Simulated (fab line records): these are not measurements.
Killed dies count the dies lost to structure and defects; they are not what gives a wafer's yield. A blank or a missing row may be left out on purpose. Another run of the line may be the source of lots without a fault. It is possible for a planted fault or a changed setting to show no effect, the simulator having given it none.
Code-filled problem report in 8D (eight disciplines) form ; flow sky130 ; the parts of the form that need people (team, actions taken, sign-off) are left out

== 1. WHAT IS WRONG ==
killed-at-front-end at SKY_PAD_OPEN_PROBE_99 reads a mean of 74 on 3 wafers of 2 lots; wafers without a fault read 14 with a standard deviation of 4.4. Relative to the usual mean, that is a shift of +14 standard deviations.
Seen first at day 50 07:55 on prober-01, wafer L906.3. The record holds 36 wafers of 12 lots with a number at this step. By rule, "out" or "out of limits" means more than 4 standard deviations away from the usual mean. The other wafers with a number count as sound.

== 2. WHAT IT IS AND WHAT IT IS NOT ==
question;is;is not
which readings at this step;killed-at-front-end, killed-dies;killed_at_M0_to_M3, killed_at_M4_up, killed-at-contacts, killed-open
which lots;L906, L908;L889, L890, L893, L895, L896, L898, L899, L900, L901, L902
which wafers of those lots;L906.3, L906.6, L908.5;L906.5, L908.3, L908.6
read on which tools;prober-01;prober-02
when;from day 50 07:55;"up to then (30 sound wafers); but 3 sound wafers of L906, L908 came after"

== 3. WHAT RULES OUT EACH SUSPECT ==
Counting: if a tool at a process step up to the reading ran every lot that is out, it stays a suspect. Sound lots after the first of them don't rule it out here, since some wafers of a struck lot are sound.
- plasma-asher-03 at SKY_VT_ADJUST_LVTN_STRIP_20 (strips in O2/N2): kept. It ran every lot that is out, first L906 (day 12 18:31); its last sound lot up to then is L900 (day 10 15:51).
- prober-01 at SKY_PAD_OPEN_PROBE_99: kept. It ran every lot that is out, first L906 (day 50 07:55); its last sound lot up to then is L901 (day 48 14:46). Its own killed-at-front-end, killed-dies readings are out on those wafers.
- At SKY_VT_ADJUST_LVTN_STRIP_20 on plasma-asher-03, chamber 1 took the sound wafers of the same lots and chamber 0 took the wafers that are out.
The count leaves prober-01 at SKY_PAD_OPEN_PROBE_99 and plasma-asher-03 at SKY_VT_ADJUST_LVTN_STRIP_20.

== 4. THE CAUSE (what the simulator had put in) ==
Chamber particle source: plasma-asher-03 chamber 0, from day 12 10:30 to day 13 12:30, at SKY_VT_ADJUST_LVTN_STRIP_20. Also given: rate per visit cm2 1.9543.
Counting leaves 2 suspects; this tool is one of them.

== 5. THE EFFECT CHAIN, in route order ==
One row per reading whose mean, taken over the struck wafers that have a number, lies over 3 standard deviations from the usual. Only readings whose record carries a usual standard deviation are examined. hours: median over the lots of the time between each lot's start at the first step of this table that gives one and its start at this step. sigmas: the change, counted in usual standard deviations.
hours;step;reading;usual;on struck wafers;change;sigmas
0;SKY_PAD_OPEN_PROBE_99;killed-at-front-end;14;74;+60;+14
0;SKY_PAD_OPEN_PROBE_99;killed-dies;87;143;+56;+6.1
Its process steps:
- SKY_PAD_OPEN_PROBE_99

== 6. WHAT WOULD HAVE CAUGHT IT SOONER ==
The fault began at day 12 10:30; the first out-of-limits reading in this record came at day 50 07:55, 909 hours later.
Of the tool readings at SKY_VT_ADJUST_LVTN_STRIP_20 for which the record gives a usual standard deviation, none was out on any struck wafer, so an alarm limit of 4 standard deviations on them would not have fired.
The start of SKY_VT_ADJUST_LVTN_STRIP_20 on plasma-asher-03 came by day 50 07:55 for every one of the lots that are out (2). A hold on the tool at that time would have spared none of them.
